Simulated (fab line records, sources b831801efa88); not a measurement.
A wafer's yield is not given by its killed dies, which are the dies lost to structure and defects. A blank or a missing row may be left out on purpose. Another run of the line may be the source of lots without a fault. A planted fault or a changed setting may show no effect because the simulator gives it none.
Which tool was responsible?    flow sky130    12 lots, 36 wafers sampled, at 6 steps of a route of 708

WHAT THE GAUGES READ, wafer by wafer
SKY_SD_P_OVL_MEAS_08.
lot   measured      on          SD_P_OVL (nm)
L419  day 25 00:37  overlay-01  0.3 1.6 0.2
L425  day 27 19:07  overlay-01  0.8 0.7 0.2
L426  day 28 00:49  overlay-01  0.4 1.6 1.4
L427  day 28 05:38  overlay-02  1.6 1.0 0.0
L431  day 29 17:37  overlay-02  0.4 1.2 1.0
L435  day 30 16:32  overlay-02  -0.4 0.4 -1.3
L436  day 31 03:40  overlay-01  -2.3 0.3 -2.2
L437  day 31 06:43  overlay-02  0.1 -0.3 0.6
L439  day 31 22:46  overlay-02  1.3 0.1 -0.6
L438  day 32 09:16  overlay-01  2.0 1.2 0.2
L440  day 33 01:01  overlay-02  0.9 0.6 0.4
L442  day 33 06:04  overlay-01  -1.0 -0.6 -1.2

SKY_SD_N_RS_MEAS_18: the measuring method here is four-point-probe.
lot   measured      on             RES_XHIGH_RS (ohm/sq)
L419  day 27 12:16  film-metro-01  331.4 331.6 332.5
L425  day 30 04:48  film-metro-02  331.8 331.7 331.8
L426  day 30 09:37  film-metro-02  332.8 333.1 332.7
L427  day 30 14:07  film-metro-02  333.7 335.9 335.1
L431  day 32 00:36  film-metro-02  335.1 332.5 332.8
L435  day 33 00:08  film-metro-01  331.8 332.2 332.8
L436  day 33 12:15  film-metro-02  330.6 331.1 331.5
L437  day 33 13:59  film-metro-02  333.9 331.9 333.4
L439  day 34 05:42  film-metro-02  333.1 332.7 332.9
L438  day 34 16:12  film-metro-02  332.6 333.4 332.4
L440  day 35 06:17  film-metro-01  333.3 333.1 332.4
L442  day 35 11:19  film-metro-01  334.1 336.2 334.5

SKY_LI_CONTACT_THK_MEAS_01.
lot   measured      on             LI_CONTACT_HDPCVD_THK (nm)
L419  day 27 12:29  film-metro-02  955 932 944
L425  day 30 05:03  film-metro-02  1109 1107 1110
L426  day 30 09:52  film-metro-01  1104 1103 1098
L427  day 30 14:22  film-metro-04  1102 1098 1090
L431  day 32 00:50  film-metro-02  914 923 915
L435  day 33 00:20  film-metro-04  936 935 921
L436  day 33 12:29  film-metro-01  922 911 911
L437  day 33 14:12  film-metro-02  933 929 939
L439  day 34 05:56  film-metro-04  913 918 932
L438  day 34 16:26  film-metro-02  924 933 928
L440  day 35 06:32  film-metro-02  915 927 935
L442  day 35 11:35  film-metro-04  932 945 941

SKY_LOCAL_INTERCONNECT_CD_MEAS_11 targets a cd of 170 nm.
lot   measured      on         cd-nm (nm)
L419  day 29 23:05  cd-sem-02  170.1 168.7 169.2
L425  day 32 13:17  cd-sem-01  170.5 169.3 170.3
L426  day 32 16:52  cd-sem-02  171.1 170.2 170.1
L427  day 32 23:04  cd-sem-02  172.0 170.7 171.0
L431  day 34 08:04  cd-sem-01  168.0 166.6 167.4
L435  day 35 07:44  cd-sem-01  167.9 169.2 167.4
L436  day 35 18:44  cd-sem-02  168.6 168.1 167.7
L437  day 35 21:25  cd-sem-02  169.9 169.7 170.4
L439  day 36 11:11  cd-sem-01  168.6 169.1 168.2
L438  day 36 20:01  cd-sem-02  173.9 171.7 173.1
L440  day 37 11:51  cd-sem-01  170.6 172.1 172.0
L442  day 37 15:57  cd-sem-02  169.6 169.8 170.7

TOOL THAT RAN EACH LOT (tool first, then ch and the chambers of the sampled wafers, then the start)
lot   SKY_LI_CONTACT_HDPCVD_00          SKY_LI_CONTACT_CMP_02
L419  hdpcvd-01 ch 0,1,2, day 27 12:23  cmp-01 ch 0,1, day 27 12:32
L425  hdpcvd-02 ch 0,1, day 30 04:56    cmp-02 ch 0,1,3, day 30 05:07
L426  hdpcvd-02 ch 0,1, day 30 09:46    cmp-02 ch 0,1,3, day 30 10:01
L427  hdpcvd-02 ch 1,2, day 30 14:16    cmp-01 ch 1,3, day 30 14:28
L431  hdpcvd-01 ch 1,2, day 32 00:44    cmp-02 ch 1,2,3, day 32 00:57
L435  hdpcvd-02 ch 0,1,2, day 33 00:16  cmp-01 ch 1,2,3, day 33 00:28
L436  hdpcvd-01 ch 0,2, day 33 12:23    cmp-02 ch 1,2,3, day 33 12:36
L437  hdpcvd-01 ch 0,2, day 33 14:05    cmp-02 ch 2,3, day 33 14:17
L439  hdpcvd-01 ch 0,1, day 34 05:50    cmp-01 ch 0,1,2, day 34 06:03
L438  hdpcvd-02 ch 0,1, day 34 16:20    cmp-02 ch 0,3, day 34 16:44
L440  hdpcvd-01 ch 0,1,2, day 35 06:26  cmp-01 ch 0,1,2, day 35 06:38
L442  hdpcvd-02 ch 1,2, day 35 11:29    cmp-02 ch 0,1, day 35 11:38
- SKY_LI_CONTACT_HDPCVD_00: deposits PSG, target thk 930 nm, time 155 s.
- SKY_LI_CONTACT_CMP_02: polishes PSG.

WHAT THE TOOLS THEMSELVES READ (means of the sampled wafers that have a number; where no wafer has one, the mark that the record gives instead)
SKY_LI_CONTACT_HDPCVD_00.
lot   tool       run-length-s (s)
L419  hdpcvd-01  183.0
L425  hdpcvd-02  212.6
L426  hdpcvd-02  212.8
L427  hdpcvd-02  213.4
L431  hdpcvd-01  183.1
L435  hdpcvd-02  182.4
L436  hdpcvd-01  182.8
L437  hdpcvd-01  182.8
L439  hdpcvd-01  183.4
L438  hdpcvd-02  182.7
L440  hdpcvd-01  183.0
L442  hdpcvd-02  183.1

SKY_LI_CONTACT_CMP_02.
lot   tool    motor-current-A (A)  retaining-ring-pressure-frac  slurry-flow-ml-min  time-to-endpoint-s (s)
L419  cmp-01  14.2                 1.002                         150.1               36
L425  cmp-02  12.0                 0.998                         149.8               51
L426  cmp-02  12.2                 1.001                         149.7               52
L427  cmp-01  14.1                 0.999                         150.6               50
L431  cmp-02  12.3                 1.003                         150.3               31
L435  cmp-01  12.6                 1.000                         150.6               32
L436  cmp-02  12.1                 1.006                         150.2               31
L437  cmp-02  11.6                 0.999                         150.2               35
L439  cmp-01  14.0                 1.000                         150.1               30
L438  cmp-02  12.3                 0.994                         150.0               30
L440  cmp-01  13.5                 1.002                         150.0               32
L442  cmp-02  13.2                 0.995                         150.0               34

THE ANSWER, worked out from the rows above alone
Rule: what is usual is taken from the lots themselves. Put in order of their means at a reading, lots are off if they are a third of the lots or fewer, leave a main group of 4 or more, and stand apart from it by a gap of 3 or more times the standard deviation of the main group's means; of several such gaps the widest counts. The tables above print the reading to a certain number of digits; a main group whose means all agree to those digits is not used. Also off: a lot with no number at a reading for which 4 or more lots have one. All remaining lots with rows at the step are treated as sound. After the gauges, taken in route order, come the tools' own readings; for these a lot's mean is taken, as printed above. At the first step where some lot is off, the reading lying furthest off is the one used; lots without a number count as furthest.
Off: at SKY_LI_CONTACT_THK_MEAS_01 (LI_CONTACT_HDPCVD_THK), L425, L426, L427. Main group: mean 928 nm, sd 9.2.
If a tool, at a process step before that reading, ran all the lots that are off and no sound lot after the first of them, it fits. The gauges at SKY_LI_CONTACT_THK_MEAS_01 aren't tried: what is off there is off at SKY_LI_CONTACT_HDPCVD_00 too, on other tools, and a gauge's error can't cause that. Not one of the candidates tried fits.

WHAT WAS PUT IN BY THE SIMULATOR
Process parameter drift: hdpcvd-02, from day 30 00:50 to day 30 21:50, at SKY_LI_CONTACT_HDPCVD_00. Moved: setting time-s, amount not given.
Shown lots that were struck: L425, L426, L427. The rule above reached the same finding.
